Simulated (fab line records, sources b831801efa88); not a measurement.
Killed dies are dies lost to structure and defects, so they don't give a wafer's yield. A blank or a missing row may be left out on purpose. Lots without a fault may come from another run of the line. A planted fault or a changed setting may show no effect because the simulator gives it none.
fab line records | flow sfq_line
record lots=7 wafers=18 last_day=92
route steps=325 shown M2@92 I2@103 M3@118 I3@133 M8@325
lots that met no fault: from a run of the same line without faults
start_h: hours from the record's first day to the start of the lot's first wafer shown | wait_h: hours since the lot's step before | " the same as in the row above | L1.1+2: a row that stands for several wafers | - no value, or no start given | * or withheld: withheld | < > ~ a bound
route shown NAME@n: a module of which the file shows steps, and the number in the route of the first | usual: mean/standard deviation of fault-free wafers | same: alike in all rows | chamber/n: place in a boat | sites: the reading at each site | _std_site: their standard deviation | _edge_site: outer sites' mean less inner sites' | radius_mm: how far each site lies from the wafer's centre | mask NAME#n: copy n | behind: the tool/chamber that last shaped the wafer | hold: why the lot was held/for how many hours/how that ended | device: the transistor (n, p or np) that didn't switch | end of line: the same wafers' tests at the end of the route | a step without rows: its recipe alone | killed: dies lost to structure and defects at the first sort, not the wafer's yield | map: a wafer's dies, x killed, . not, _ none there
set.NAME: the setting as run; set.NAME@STEP: as run at that earlier step | model.NAME: the simulator's own value behind a step, which no gauge read
lots at some steps of the route; a table a step, a row a wafer
services: from which hour (start_h, from the record's first day; less than 0 if before it) a tool's chamber was out of use, for how many hours, and why
## steps
# step SFQ_TRILAYER_M2_LITHO_COAT_062
# recipe resist=BARC spin_rpm=3000 resist_thk_nm=62
# step SFQ_TRILAYER_M2_LITHO_COAT_057
# recipe resist=KrF spin_rpm=3000 resist_thk_nm=600
# step SFQ_TRILAYER_M2_LITHO_SOFTBAKE_061
# recipe temp_c=withheld time_s=withheld resist=KrF
# step SFQ_TRILAYER_M2_LITHO_EXPOSE_058
# recipe mask_id=M2 na=0.6 source_shape=conventional sigma_outer=0.65 target_cd_nm=500 dose_mj=14.4
# step SFQ_TRILAYER_M2_LITHO_PEB_060
# recipe peb_temp_c=115 peb_time_s=60 resist=KrF
# step SFQ_TRILAYER_M2_LITHO_DEVELOP_059
# recipe time_s=60 resist=KrF
# step SFQ_M2_OVL_MEAS_916
# usual M2_OVL=-2/5.6
# columns lot.wafer tool chamber start_h wait_h M2_OVL[nm]
L726.1 overlay-02 - 866.61 0.1 -6
L726.2 " - " " -4
L726.5 " - " " -1
L730.5 overlay-02 - 918.36 0.0 -7
L730.6 " - " " -6
L731.5 overlay-02 - 923.66 0.0 4
L731.6 " - " " 4
L732.1 overlay-02 - 928.43 0.1 -9
L732.6 " - " " -4
L739.1 overlay-02 - 942.83 0.1 -8
L739.2 " - " " -5
L739.6 " - " " -6
L742.2 overlay-02 - 947.64 0.1 -4
L742.3 " - " " -3
L742.6 " - " " 0
L746.1 overlay-01 - 957.23 0.1 0
L746.3 " - " " -2
L746.4 " - " " -3
# step SFQ_TRILAYER_M2_BARC_OPEN_METAL_ETCH_077
# recipe mask_material=PR chemistry=O2 target_depth_nm=125 target=BARC icp_w=600 bias_w=80 pressure_mtorr=10 time_s=41.7
# step SFQ_TRILAYER_M2_ETCH_METAL_ETCH_060
# recipe target=Nb stop_on=SiO2 mask_material=PR chemistry=Cl2/Ar target_depth_nm=240 icp_w=600 bias_w=80 pressure_mtorr=10 time_s=120
# step SFQ_TRILAYER_M2_STRIP_STRIP_061
# recipe gas=O2 power_w=200 platen_temp_c=40 overash_fraction=0.65 chemistry=O2 pressure_mtorr=50
# usual drypump_motor_current_A=6.09/0.3 oes_product_au=1.000/0.0097 platen_temp_c=39.99/0.12
# columns lot.wafer tool chamber start_h wait_h drypump_motor_current_A oes_product_au platen_temp_c rf_hours_counter_h
L726.1 rie_metal-02 1 867.01 0.2 5.88 0.998 39.96 105
L726.2 " 1 " " 5.88 1.005 39.92 -
L726.5 " 1 " " 5.88 0.998 40.03 -
L730.5 rie_metal-03 0 918.95 0.4 6.57 0.999 40.07 -
L730.6 " 1 " " 5.73 0.989 39.74 -
L731.5 rie_metal-02 1 924.25 0.4 5.90 1.007 39.96 -
L731.6 " 0 " " 6.20 1.018 39.87 -
L732.1 rie_metal-02 0 928.65 0.1 6.26 1.016 39.76 11
L732.6 " 1 " " 5.87 1.017 39.97 -
L739.1 rie_metal-03 1 943.05 0.1 5.73 0.999 40.06 128
L739.2 " 0 " " 6.61 0.996 40.14 141
L739.6 " 0 " " 6.60 0.993 40.01 -
L742.2 rie_metal-01 1 947.85 0.1 6.09 0.990 40.08 50
L742.3 " 0 " " 5.96 1.008 40.01 -
L742.6 " 0 " " 5.96 1.000 39.86 -
L746.1 rie_metal-01 1 957.45 0.1 6.08 0.989 40.26 51
L746.3 " 0 " " 5.91 1.012 40.09 -
L746.4 " 1 " " 6.08 0.998 40.22 -
# step SFQ_TRILAYER_M2_STRIP_SOLV_CLEAN_062
# recipe chemistry=NMP temp_c=70 time_s=600
# step SFQ_TRILAYER_I2_DEP_PECVD_063
# recipe material=SiO2 temp_c=150 time_s=111.11 pressure_torr=2.4 rf_w=183.3 precursor=SiH4/N2O target_thk_nm=500
# step SFQ_TRILAYER_I2_CMP_CMP_064
# recipe material=SiO2 down_force_psi=3 platen_rpm=60 pad_velocity_m_s=0.94248
# usual motor_current_A=10.4/1.3 retaining_ring_pressure_frac=0.999/0.0051 time_to_endpoint_s=215/6.8
# columns lot.wafer tool chamber start_h wait_h motor_current_A retaining_ring_pressure_frac time_to_endpoint_s model.SiO2_of_TRILAYER_I2_DEP_PECVD_063.thk_nm
L726.1 cmp-02 2 868.47 0.0 9.7 0.999 215 200.5
L726.2 " 0 869.47 1.0 9.2 1.000 213 198.9
L726.5 " 2 870.47 2.0 9.9 0.996 214 200.7
L730.5 cmp-02 0 921.42 2.0 9.1 1.001 256 149.2
L730.6 " 1 " " 13.7 0.999 259 149.2
L731.5 cmp-02 2 927.42 2.7 10.2 1.001 267 150.4
L731.6 " 3 " " 9.7 0.996 257 148.4
L732.1 cmp-02 3 929.51 0.0 9.9 1.002 216 200.1
L732.6 " 3 931.51 2.0 10.6 0.996 252 149.2
L739.2 cmp-01 3 945.42 1.6 10.0 1.003 205 198
L739.1 " 0 " " 9.9 1.006 213 199.1
L739.6 " 0 947.92 4.0 9.6 1.001 215 198.9
L742.2 cmp-01 0 951.42 2.8 9.9 0.995 206 199
L742.3 " 2 952.42 3.8 9.6 1.005 215 201
L742.6 " 1 953.92 5.2 11.6 1.002 222 200.5
L746.3 cmp-01 3 960.42 2.2 10.0 0.993 212 199
L746.1 " 0 " " 9.8 0.991 213 198.9
L746.4 " 1 " " 11.2 0.993 227 201.2
# step SFQ_I2_BOW_MEAS_917
# recipe mode=bow
# usual I2_BOW=3/8.4
# columns lot.wafer tool chamber start_h wait_h I2_BOW[um]
L726.1 film_metro-04 - 871.47 2.5 -3
L726.2 " - " " 11
L726.5 " - " " 0
L730.5 film_metro-04 - 922.50 0.6 13
L730.6 " - " " 11
L731.5 film_metro-02 - 928.50 0.6 3
L731.6 " - " " 2
L732.1 film_metro-04 - 932.51 2.5 -12
L732.6 " - " " -2
L739.1 film_metro-04 - 948.42 2.0 -6
L739.2 " - " " -6
L739.6 " - " " 4
L742.2 film_metro-02 - 954.44 2.5 10
L742.3 " - " " -10
L742.6 " - " " 2
L746.1 film_metro-02 - 963.42 2.0 -8
L746.3 " - " " 3
L746.4 " - " " 10
# step SFQ_TRILAYER_I2_METRO_MEASURE_065
# usual thk_nm=199.9/1
# columns lot.wafer tool chamber start_h wait_h thk_nm
L726.1 film_metro-04 - 871.59 0.1 200.5
L726.2 " - " " 198.8
L726.5 " - " " 200.8
L730.5 film_metro-04 - 923.34 0.8 149.2
L730.6 " - " " 149.3
L731.5 film_metro-02 - 929.34 0.8 150.4
L731.6 " - " " 148.4
L732.1 film_metro-04 - 932.63 0.1 200.0
L732.6 " - 933.63 1.0 149.3
L739.1 film_metro-04 - 948.54 0.1 199.1
L739.2 " - " " 198.0
L739.6 " - " " 198.9
L742.2 film_metro-02 - 954.74 0.3 199.0
L742.3 " - " " 201.0
L742.6 " - " " 200.6
L746.1 film_metro-02 - 963.54 0.1 198.9
L746.3 " - " " 199.2
L746.4 " - " " 201.2
# step SFQ_TRILAYER_I2_VIA_LITHO_COAT_072
# recipe resist=BARC spin_rpm=3000 resist_thk_nm=62
# step SFQ_TRILAYER_I2_VIA_LITHO_COAT_067
# recipe resist=KrF spin_rpm=3000 resist_thk_nm=650
# step SFQ_TRILAYER_I2_VIA_LITHO_SOFTBAKE_071
# recipe temp_c=withheld time_s=withheld resist=KrF
# step SFQ_TRILAYER_I2_VIA_LITHO_EXPOSE_068
# recipe mask_id=I2 na=0.6 source_shape=conventional sigma_outer=0.65 target_cd_nm=500 dose_mj=21.3
# step SFQ_TRILAYER_I2_VIA_LITHO_PEB_070
# recipe peb_temp_c=115 peb_time_s=60 resist=KrF
# step SFQ_TRILAYER_I2_VIA_LITHO_DEVELOP_069
# recipe time_s=60 resist=KrF
# step SFQ_I2_OVL_MEAS_918
# usual I2_OVL=2/5.7
# columns lot.wafer tool chamber start_h wait_h I2_OVL[nm]
L726.1 overlay-02 - 1017.19 0.1 -6
L726.2 " - " " 2
L726.5 " - " " -6
L730.5 overlay-01 - 1072.54 0.0 3
L730.6 " - " " 10
L731.5 overlay-01 - 1078.54 0.0 -7
L731.6 " - " " -2
L732.1 overlay-01 - 1082.19 0.1 2
L732.6 " - " " -2
L739.1 overlay-01 - 1094.19 0.1 -8
L739.2 " - " " 0
L739.6 " - " " 3
L742.2 overlay-01 - 1104.02 0.1 10
L742.3 " - " " 16
L742.6 " - " " 12
L746.1 overlay-01 - 1112.42 0.1 1
L746.3 " - " " -5
L746.4 " - " " -5
# step SFQ_TRILAYER_I2_VIA_BARC_OPEN_VIA_ETCH_096
# recipe mask_material=PR chemistry=O2 target_depth_nm=125 target=BARC source_w=500 bias_w=80 pressure_mtorr=30 time_s=41.7
# usual drypump_motor_current_A=5.6/0.62 oes_product_au=0.685/0.0041
# columns lot.wafer tool chamber start_h wait_h drypump_motor_current_A oes_product_au rf_hours_counter_h
L726.1 rie_diel-03 0 1017.22 0.0 6.5 0.687 16
L726.2 " 2 " " 5.8 0.688 0
L726.5 " 0 " " 6.5 0.686 -
L730.5 rie_diel-02 2 1072.57 0.0 5.0 0.685 -
L730.6 " 1 " " 5.0 0.681 -
L731.5 rie_diel-03 2 1078.57 0.0 5.8 0.689 -
L731.6 " 1 " " 5.0 0.682 -
L732.1 rie_diel-02 2 1082.23 0.0 5.0 0.678 2
L732.6 " 0 " " 5.5 0.689 -
L739.1 rie_diel-03 0 1094.23 0.0 6.5 0.685 17
L739.2 " 1 " " 5.0 0.681 2
L739.6 " 1 " " 5.0 0.681 -
L742.2 rie_diel-02 3 1104.05 0.0 5.8 0.679 8
L742.3 " 2 " " 5.0 0.688 3
L742.6 " 1 " " 5.0 0.684 -
L746.1 rie_diel-01 0 1112.45 0.0 5.7 0.687 12
L746.3 " 2 " " 6.9 0.688 3
L746.4 " 3 " " 5.3 0.694 2
# step SFQ_TRILAYER_I2_VIA_ETCH_VIA_ETCH_070
# recipe target=SiO2 stop_on=Nb mask_material=PR taper_deg=20 chemistry=CHF3 target_depth_nm=260 source_w=500 bias_w=80 pressure_mtorr=30 time_s=withheld
# usual drypump_motor_current_A=5.6/0.62 oes_product_au=0.854/0.0048
# columns lot.wafer tool chamber start_h wait_h drypump_motor_current_A oes_product_au model.etch.depth_nm model.I2.feature_depth_nm
L726.1 rie_diel-03 0 1017.26 0.0 6.5 0.862 200.5 200.5
L726.2 " 2 " " 5.7 0.845 198.9 198.9
L726.5 " 0 " " 6.5 0.848 200.7 200.7
L730.5 rie_diel-02 2 1072.64 0.1 5.0 0.737 149.2 149.2
L730.6 " 1 " " 5.0 0.727 149.2 149.2
L731.5 rie_diel-03 2 1078.64 0.1 5.8 0.733 150.4 150.4
L731.6 " 1 " " 5.0 0.735 148.4 148.4
L732.1 rie_diel-02 2 1082.27 0.0 5.0 0.849 200.1 200.1
L732.6 " 0 " " 5.5 0.738 149.2 149.2
L739.1 rie_diel-03 0 1094.27 0.0 6.5 0.850 199.1 199.1
L739.2 " 1 " " 5.0 0.850 198 198
L739.6 " 1 " " 5.0 0.858 198.9 198.9
L742.2 rie_diel-02 3 1104.09 0.0 5.8 0.853 199 199
L742.3 " 2 " " 5.0 0.861 201 201
L742.6 " 1 " " 5.0 0.854 200.5 200.5
L746.1 rie_diel-01 0 1112.49 0.0 5.6 0.846 198.9 198.9
L746.3 " 2 " " 6.9 0.855 199 199
L746.4 " 3 " " 5.3 0.861 201.2 201.2
# step SFQ_TRILAYER_I2_VIA_STRIP_STRIP_071
# recipe gas=O2 power_w=200 platen_temp_c=40 overash_fraction=0.65 chemistry=O2 pressure_mtorr=50
# step SFQ_TRILAYER_I2_VIA_STRIP_SOLV_CLEAN_072
# recipe chemistry=NMP temp_c=70 time_s=600
# step SFQ_TRILAYER_M3_DEP_PRE_CLEAN_074
# recipe gas=Ar time_s=22.5 bias_v=250
# columns lot.wafer tool chamber start_h wait_h model.SiO2_of_TRILAYER_I2_DEP_PECVD_063.thk_nm
L726.1 pvd_sputter-06 - 1018.75 0.0 193
L726.2 " - " " 191.4
L726.5 " - " " 193.2
L730.5+6 pvd_sputter-04 - 1073.67 0.0 141.7
L731.5 pvd_sputter-03 - 1079.49 0.0 142.9
L731.6 " - " " 140.9
L732.1 pvd_sputter-06 - 1083.16 0.0 192.6
L732.6 " - " " 141.7
L739.1 pvd_sputter-06 - 1095.16 0.0 191.6
L739.2 " - " " 190.5
L739.6 " - " " 191.4
L742.2 pvd_sputter-03 - 1104.98 0.0 191.5
L742.3 " - " " 193.5
L742.6 " - " " 193
L746.1 pvd_sputter-04 - 1113.38 0.0 191.4
L746.3 " - " " 191.5
L746.4 " - " " 193.7
# step SFQ_TRILAYER_M3_DEP_SPUTTER_073
# recipe material=Nb base_pressure_pa=1.33e-06 chamber_pressure_pa=0.1333 substrate_temp_c=20 resputter_cathode_voltage_v=400 target_thk_nm=200 power_w=2000 time_s=133.3
# usual resputter_cathode_voltage_v=400/3.9 throttle_valve_pct=29.9/0.75
# columns lot.wafer tool chamber start_h wait_h resputter_cathode_voltage_v throttle_valve_pct
L726.1 pvd_sputter-06 - 1018.78 0.0 392 29.6
L726.2 " - " " 396 28.5
L726.5 " - " " 399 29.8
L730.5 pvd_sputter-04 - 1073.73 0.0 396 30.4
L730.6 " - " " 401 30.7
L731.5 pvd_sputter-03 - 1079.55 0.0 407 29.7
L731.6 " - " " 395 30.3
L732.1 pvd_sputter-06 - 1083.19 0.0 398 29.6
L732.6 " - " " 397 29.7
L739.1 pvd_sputter-06 - 1095.19 0.0 398 29.8
L739.2 " - " " 400 29.9
L739.6 " - " " 397 30.1
L742.2 pvd_sputter-03 - 1105.01 0.0 402 29.3
L742.3 " - " " 399 30.5
L742.6 " - " " 401 29.8
L746.1 pvd_sputter-04 - 1113.41 0.0 403 30.7
L746.3 " - " " 400 31.1
L746.4 " - " " 403 31.2
# step SFQ_M3_RS_MEAS_919
# recipe thk_meas_gauge=four-point-probe reads=Nb_of_TRILAYER_M3_DEP_SPUTTER_073
# usual M3_NB_RS=0.890/0.0097
# columns lot.wafer tool chamber start_h wait_h M3_NB_RS[ohm/sq]
L726.1 film_metro-01 - 1018.87 0.0 0.882
L726.2 " - " " 0.882
L726.5 " - " " 0.872
L730.5 film_metro-03 - 1073.85 0.1 0.893
L730.6 " - " " 0.891
L731.5 film_metro-04 - 1079.68 0.1 0.889
L731.6 " - " " 0.891
L732.1 film_metro-04 - 1083.28 0.0 0.887
L732.6 " - " " 0.883
L739.1 film_metro-04 - 1095.28 0.0 0.870
L739.2 " - " " 0.885
L739.6 " - " " 0.880
L742.2 film_metro-04 - 1105.12 0.1 0.874
L742.3 " - " " 0.882
L742.6 " - " " 0.888
L746.1 film_metro-04 - 1113.50 0.0 0.901
L746.3 " - " " 0.890
L746.4 " - " " 0.887
# step SFQ_TRILAYER_M3_LITHO_COAT_080
# recipe resist=BARC spin_rpm=3000 resist_thk_nm=62
# step SFQ_TRILAYER_M3_LITHO_COAT_075
# recipe resist=KrF spin_rpm=3000 resist_thk_nm=600
# step SFQ_TRILAYER_M3_LITHO_SOFTBAKE_079
# recipe temp_c=withheld time_s=withheld resist=KrF
# step SFQ_TRILAYER_M3_LITHO_EXPOSE_076
# recipe mask_id=M3 na=0.6 source_shape=conventional sigma_outer=0.65 target_cd_nm=500 dose_mj=14.4
# step SFQ_TRILAYER_M3_LITHO_PEB_078
# recipe peb_temp_c=115 peb_time_s=60 resist=KrF
# step SFQ_TRILAYER_M3_LITHO_DEVELOP_077
# recipe time_s=60 resist=KrF
# step SFQ_M3_OVL_MEAS_921
# usual M3_OVL=-1/6
# columns lot.wafer tool chamber start_h wait_h M3_OVL[nm]
L726.1 overlay-01 - 1032.34 0.1 -12
L726.2 " - " " -6
L726.5 " - " " -10
L730.5 overlay-02 - 1198.02 0.0 -3
L730.6 " - " " 4
L731.5 overlay-01 - 1205.22 0.0 5
L731.6 " - " " -1
L732.1 overlay-01 - 1208.79 0.1 -1
L732.6 " - " " -3
L739.1 overlay-02 - 1226.79 0.1 -6
L739.2 " - " " -3
L739.6 " - " " -5
L742.2 overlay-02 - 1237.60 0.1 8
L742.3 " - " " 8
L742.6 " - " " 3
L746.1 overlay-02 - 1243.59 0.1 -6
L746.3 " - " " -8
L746.4 " - " " -7
# step SFQ_TRILAYER_M3_BARC_OPEN_METAL_ETCH_100
# recipe mask_material=PR chemistry=O2 target_depth_nm=125 target=BARC icp_w=600 bias_w=80 pressure_mtorr=10 time_s=41.7
# usual drypump_motor_current_A=6.0/0.48 oes_product_au=0.684/0.0044
# columns lot.wafer tool chamber start_h wait_h drypump_motor_current_A oes_product_au rf_hours_counter_h
L726.1 rie_metal-03 0 1032.37 0.0 6.6 0.682 3
L726.2 " 0 " " 6.6 0.681 -
L726.5 " 0 " " 6.6 0.682 -
L730.5 rie_metal-04 0 1198.07 0.0 6.4 0.684 -
L730.6 " 1 " " 5.2 0.684 -
L731.5 rie_metal-02 1 1205.27 0.0 5.9 0.684 -
L731.6 " 0 " " 6.2 0.689 -
L732.1 rie_metal-02 0 1208.83 0.0 6.3 0.685 49
L732.6 " 0 " " 6.2 0.683 -
L739.1 rie_metal-04 1 1226.83 0.0 5.1 0.683 29
L739.2 " 0 " " 6.4 0.689 35
L739.6 " 0 " " 6.3 0.687 -
L742.2 rie_metal-02 1 1237.63 0.0 5.9 0.685 14
L742.3 " 0 " " 6.3 0.682 -
L742.6 " 0 " " 6.3 0.684 -
L746.1 rie_metal-03 1 1243.63 0.0 5.7 0.688 29
L746.3 " 1 " " 5.7 0.678 -
L746.4 " 0 " " 6.6 0.685 -
# step SFQ_TRILAYER_M3_ETCH_METAL_ETCH_078
# recipe target=Nb stop_on=SiO2 mask_material=PR chemistry=Cl2/Ar target_depth_nm=240 icp_w=600 bias_w=80 pressure_mtorr=10 time_s=120
# step SFQ_TRILAYER_M3_STRIP_STRIP_079
# recipe gas=O2 power_w=200 platen_temp_c=40 overash_fraction=0.65 chemistry=O2 pressure_mtorr=50
# step SFQ_TRILAYER_M3_STRIP_SOLV_CLEAN_080
# recipe chemistry=NMP temp_c=70 time_s=600
# step SFQ_TRILAYER_I3_DEP_PECVD_081
# recipe material=SiO2 temp_c=150 time_s=111.11 pressure_torr=2.4 rf_w=183.3 precursor=SiH4/N2O target_thk_nm=500
# usual heater_power_w=86/18 susceptor_temp_C=149.99/0.14 throttle_valve_pct=25.5/1.7
# columns lot.wafer tool chamber start_h wait_h heater_power_w susceptor_temp_C throttle_valve_pct
L726.1 pecvd-02 1 1034.12 0.0 84 149.65 24.7
L726.2 " 0 " " 57 149.72 26.6
L726.5 " 1 " " 89 150.10 24.9
L730.5 pecvd-01 2 1199.03 0.0 66 150.05 24.4
L730.6 " 1 " " 98 150.03 24.5
L731.5 pecvd-03 2 1206.23 0.0 88 150.06 28.7
L731.6 " 1 " " 112 150.02 25.4
L732.1 pecvd-03 1 1209.79 0.0 118 149.83 25.4
L732.6 " 0 " " 100 149.98 24.1
L739.1 pecvd-02 1 1227.79 0.0 90 150.05 24.8
L739.2 " 0 " " 59 149.99 26.5
L739.6 " 0 " " 62 150.15 26.5
L742.2 pecvd-03 2 1238.59 0.0 79 150.21 28.4
L742.3 " 1 " " 110 149.81 25.1
L742.6 " 0 " " 90 150.05 24.0
L746.1 pecvd-02 1 1244.59 0.0 83 150.02 24.4
L746.3 " 2 " " 80 150.35 28.3
L746.4 " 0 " " 59 149.88 27.0
# step SFQ_M8_BOW_MEAS_951
# recipe mode=bow
# usual M8_BOW=8/13
# columns lot.wafer tool chamber start_h wait_h M8_BOW[um] model.etest.i2.link_ohm
L726.1 film_metro-04 - 1909.70 0.0 -7 1.937
L726.2 " - " " 6 1.951
L726.5 " - " " -5 1.932
L730.5 film_metro-03 - 1925.38 0.1 15 1.933
L730.6 " - " " 13 1.913
L731.5 film_metro-04 - 1927.78 0.1 23 1.924
L731.6 " - " " 22 1.929
L732.1 film_metro-04 - 1933.99 0.0 -14 1.958
L732.6 " - " " -4 1.911
L739.1 film_metro-04 - 1976.34 0.0 8 1.97
L739.2 " - " " 9 1.971
L739.6 " - " " 18 1.982
L742.2 film_metro-03 - 2138.20 0.0 2 1.952
L742.3 " - " " -18 1.952
L742.6 " - " " -4 1.956
L746.1 film_metro-03 - 2212.09 0.0 -10 1.971
L746.3 " - " " 0 1.964
L746.4 " - " " 9 1.957
## services
# columns tool chamber start_h hours kind
rie_metal-02 - 856.69 1.8 repair
rie_metal-02 0 857.51 29.8 repair
rie_diel-03 2 872.82 13.5 repair
rie_diel-02 - 890.56 2.8 pm
rie_metal-02 0 904.56 2.7 repair
rie_diel-02 0 913.69 1.3 repair
pvd_sputter-06 - 955.87 4.4 repair
rie_diel-02 0 956.45 31.2 repair
rie_diel-03 - 960.02 0.2 repair
rie_diel-02 3 963.26 1.5 repair
rie_metal-02 - 965.48 1.0 repair
rie_metal-02 0 999.36 29.3 repair
pvd_sputter-06 - 1000.91 3.6 repair
pvd_sputter-06 - 1005.40 0.7 repair
rie_diel-03 0 1052.18 16.6 repair
rie_diel-03 3 1054.10 75.4 repair
pvd_sputter-06 - 1078.98 3.2 repair
pvd_sputter-06 - 1104.24 2.2 repair
rie_diel-03 0 1141.87 6.6 repair
rie_diel-03 3 1177.62 2.6 repair
rie_diel-03 2 1178.51 16.4 repair
rie_diel-03 1 1197.76 8.2 repair
rie_diel-03 - 1204.75 2.8 pm
pvd_sputter-06 - 1238.72 0.5 repair
## key
first_sign step=SFQ_TRILAYER_I2_CMP_CMP_064 reading=time_to_endpoint_s direction=up sigmas=6.3 usual=* struck=*
effect step=SFQ_TRILAYER_I2_METRO_MEASURE_065 reading=thk_nm direction=down sigmas=49 usual=199.9 struck=149.3
effect step=SFQ_TRILAYER_I2_VIA_ETCH_VIA_ETCH_070 reading=oes_product_au direction=down sigmas=25 usual=0.854 struck=0.734
model_effect step=SFQ_TRILAYER_I2_CMP_CMP_064 value=SiO2_of_TRILAYER_I2_DEP_PECVD_063.thk_nm without=199.3 struck=149.3
model_effect step=SFQ_TRILAYER_I2_VIA_ETCH_VIA_ETCH_070 value=etch.depth_nm without=199.3 struck=149.3
model_effect step=SFQ_TRILAYER_M3_DEP_PRE_CLEAN_074 value=SiO2_of_TRILAYER_I2_DEP_PECVD_063.thk_nm without=191.8 struck=141.8
model_effect step=SFQ_M8_BOW_MEAS_951 value=etest.i2.link_ohm without=1.968 struck=1.922
met_at SFQ_TRILAYER_I2_CMP_CMP_064
struck_wafers L730.5,L730.6,L731.5,L731.6,L732.6
onset_between 868.47 921.42
fault kind=process_parameter_drift tool=cmp-02 chamber=- onset_h=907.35 steps=SFQ_TRILAYER_I2_CMP_CMP_064 channel=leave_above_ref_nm offset=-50 shape=step end_h=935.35 scope=struck_wafers_only acts_in=these_recipes_only stated=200
